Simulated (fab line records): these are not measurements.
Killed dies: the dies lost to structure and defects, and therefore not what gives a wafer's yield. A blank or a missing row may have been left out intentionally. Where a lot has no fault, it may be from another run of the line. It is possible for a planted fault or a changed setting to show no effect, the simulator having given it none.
Matching of chambers :: flow sky130 :: rie_diel-03 running SKY_CONTACT_ETCH_17: 4 sister chambers
The step etches SiO2 in C4F8/O2/Ar, stops on Si3N4, target depth 340 nm. 20 wafers are shown with their chamber, then 10 later ones without.

== WAFERS, EACH WITH ITS CHAMBER ==
wafer: L079.1
chamber: 0
oes_product_au (a.u.): 0.886

wafer: L079.3
chamber: 2
oes_product_au (a.u.): 0.884

wafer: L079.5
chamber: 3
oes_product_au (a.u.): 0.889

wafer: L076.2
chamber: 3
oes_product_au (a.u.): 0.888

wafer: L076.5
chamber: 3
oes_product_au (a.u.): 0.895

wafer: L076.6
chamber: 2
oes_product_au (a.u.): 0.884

wafer: L084.4
chamber: 3
oes_product_au (a.u.): 0.891

wafer: L084.5
chamber: 0
oes_product_au (a.u.): 0.881

wafer: L084.6
chamber: 3
oes_product_au (a.u.): 0.887

wafer: L086.1
chamber: 1
oes_product_au (a.u.): 0.885

wafer: L086.2
chamber: 0
oes_product_au (a.u.): 0.892

wafer: L086.3
chamber: 3
oes_product_au (a.u.): 0.885

wafer: L087.2
chamber: 1
oes_product_au (a.u.): 0.890

wafer: L087.5
chamber: 0
oes_product_au (a.u.): 0.886

wafer: L087.6
chamber: 1
oes_product_au (a.u.): 0.887

wafer: L093.1
chamber: 1
oes_product_au (a.u.): 0.894

wafer: L093.2
chamber: 2
oes_product_au (a.u.): 0.896

wafer: L093.6
chamber: 3
oes_product_au (a.u.): 0.898

wafer: L095.1
chamber: 0
oes_product_au (a.u.): 0.894

wafer: L095.2
chamber: 2
oes_product_au (a.u.): 0.895

SIGNATURES, as means of the wafers listed above
reading: oes_product_au
chamber 0: 0.88780
chamber 1: 0.88900
chamber 2: 0.88975
chamber 3: 0.89043
scatter within a chamber: 0.00509
Rule: for each reading, subtract the chamber's mean from the wafer's reading, divide by that reading's scatter and square the result; add these up over the readings and take the root, which gives the wafer's distance from the chamber. The wafer belongs to the nearest chamber; if the next one is less than 2 further off, it can't be placed. How the scatter is found: for the shown wafers, subtract from each reading the mean of its chamber, square and add these, divide the total by (wafers less chambers), then take the root.

== WAFERS WHOSE CHAMBER IS MISSING ==
wafer: L095.5
oes_product_au (a.u.): 0.897

wafer: L090.1
oes_product_au (a.u.): 0.882

wafer: L090.5
oes_product_au (a.u.): 0.888

wafer: L090.6
oes_product_au (a.u.): 0.881

wafer: L096.2
oes_product_au (a.u.): 0.882

wafer: L096.4
oes_product_au (a.u.): 0.895

wafer: L096.5
oes_product_au (a.u.): 0.896

wafer: L092.3
oes_product_au (a.u.): 0.889

wafer: L092.4
oes_product_au (a.u.): 0.888

wafer: L092.5
oes_product_au (a.u.): 0.884

== THE CHAMBER EACH PASSED THROUGH ==
wafer: L095.5
from the rows above: can't be placed: 3 or 2 or 1 or 0
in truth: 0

wafer: L090.1
from the rows above: can't be placed: 0 or 1 or 2 or 3
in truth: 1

wafer: L090.5
from the rows above: can't be placed: 0 or 1 or 2 or 3
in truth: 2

wafer: L090.6
from the rows above: can't be placed: 0 or 1 or 2 or 3
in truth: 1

wafer: L096.2
from the rows above: can't be placed: 0 or 1 or 2 or 3
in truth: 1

wafer: L096.4
from the rows above: can't be placed: 3 or 2 or 1 or 0
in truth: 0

wafer: L096.5
from the rows above: can't be placed: 3 or 2 or 1 or 0
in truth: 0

wafer: L092.3
from the rows above: can't be placed: 1 or 2 or 0 or 3
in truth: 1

wafer: L092.4
from the rows above: can't be placed: 0 or 1 or 2 or 3
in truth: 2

wafer: L092.5
from the rows above: can't be placed: 0 or 1 or 2 or 3
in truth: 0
Correctly placed: 0 of 10. Cannot be placed on the basis of these rows: 10; the candidates contain the true chamber in 10. Number placed wrongly: 0.
